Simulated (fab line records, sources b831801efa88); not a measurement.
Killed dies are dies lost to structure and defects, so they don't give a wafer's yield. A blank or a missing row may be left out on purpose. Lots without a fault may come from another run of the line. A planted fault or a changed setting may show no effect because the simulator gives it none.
Chamber matching | flow sky130 | SKY_POLY_GATE_ETCH_17 on rie_si-02: 4 sister chambers
The step etches poly-Si in HBr/Cl2, stops on SiO2, target depth 180 nm, time 70.5 s. 16 wafers are shown with their chamber, then 8 later ones without.

WAFERS WITH THEIR CHAMBER
wafer  | chamber | drypump_motor_current_A (A) | oes_product_au (a.u.) | throttle_valve_pct (%)
L743.3 | 2       | 6.5                         | 0.982                 | 33.682
L743.4 | 3       | 6.3                         | 0.980                 | 33.679
L743.5 | 2       | 6.5                         | 0.994                 | 33.691
L744.2 | 0       | 5.8                         | 0.990                 | 33.674
L744.5 | 1       | 5.3                         | 0.992                 | 33.693
L744.6 | 2       | 6.4                         | 1.006                 | 33.693
L746.1 | 3       | 6.3                         | 0.989                 | 33.691
L746.2 | 2       | 6.5                         | 0.998                 | 33.688
L746.4 | 1       | 5.3                         | 0.990                 | 33.690
L747.1 | 3       | 6.3                         | 0.982                 | 33.674
L747.4 | 1       | 5.3                         | 0.990                 | 33.686
L747.5 | 0       | 5.8                         | 0.986                 | 33.682
L748.1 | 2       | 6.4                         | 0.990                 | 33.688
L748.2 | 0       | 5.8                         | 0.991                 | 33.682
L748.5 | 3       | 6.3                         | 0.979                 | 33.697
L750.1 | 1       | 5.3                         | 0.989                 | 33.682

SIGNATURES (means of the wafers above)
reading                 | chamber 0 | chamber 1 | chamber 2 | chamber 3 | scatter within a chamber
drypump_motor_current_A | 5.800     | 5.300     | 6.460     | 6.300     | 0.0316
oes_product_au          | 0.98900   | 0.99025   | 0.99400   | 0.98250   | 0.00577
throttle_valve_pct      | 33.67933  | 33.68775  | 33.68840  | 33.68525  | 0.00657
Rule: a wafer's distance from a chamber is the root of the sum, over the readings, of the square of ((its reading less the chamber's mean) divided by the reading's scatter). The wafer belongs to the nearest chamber; if the next one is less than 2 further off, it can't be placed. The scatter: the root of (the sum of the squares of (reading less its chamber's mean) over the shown wafers, divided by (wafers less chambers)).

WAFERS WITHOUT THEIR CHAMBER
wafer  | drypump_motor_current_A (A) | oes_product_au (a.u.) | throttle_valve_pct (%)
L750.2 | 5.8                         | 0.984                 | 33.674
L750.4 | 6.4                         | 1.002                 | 33.684
L754.2 | 5.3                         | 0.988                 | 33.660
L754.4 | 5.8                         | 0.988                 | 33.692
L754.5 | 6.5                         | 0.992                 | 33.684
L756.1 | 5.3                         | 0.985                 | 33.692
L756.2 | 6.2                         | 0.991                 | 33.704
L756.3 | 5.8                         | 0.984                 | 33.664

WHICH CHAMBER EACH WENT THROUGH
wafer  | from the rows above | in truth
L750.2 | 0                   | 0
L750.4 | 2                   | 2
L754.2 | 1                   | 1
L754.4 | 0                   | 0
L754.5 | 2                   | 2
L756.1 | 1                   | 1
L756.2 | 3                   | 3
L756.3 | 0                   | 0
Placed correctly: 8 of 8. Can't be placed from these rows: 0. Placed wrongly: 0.
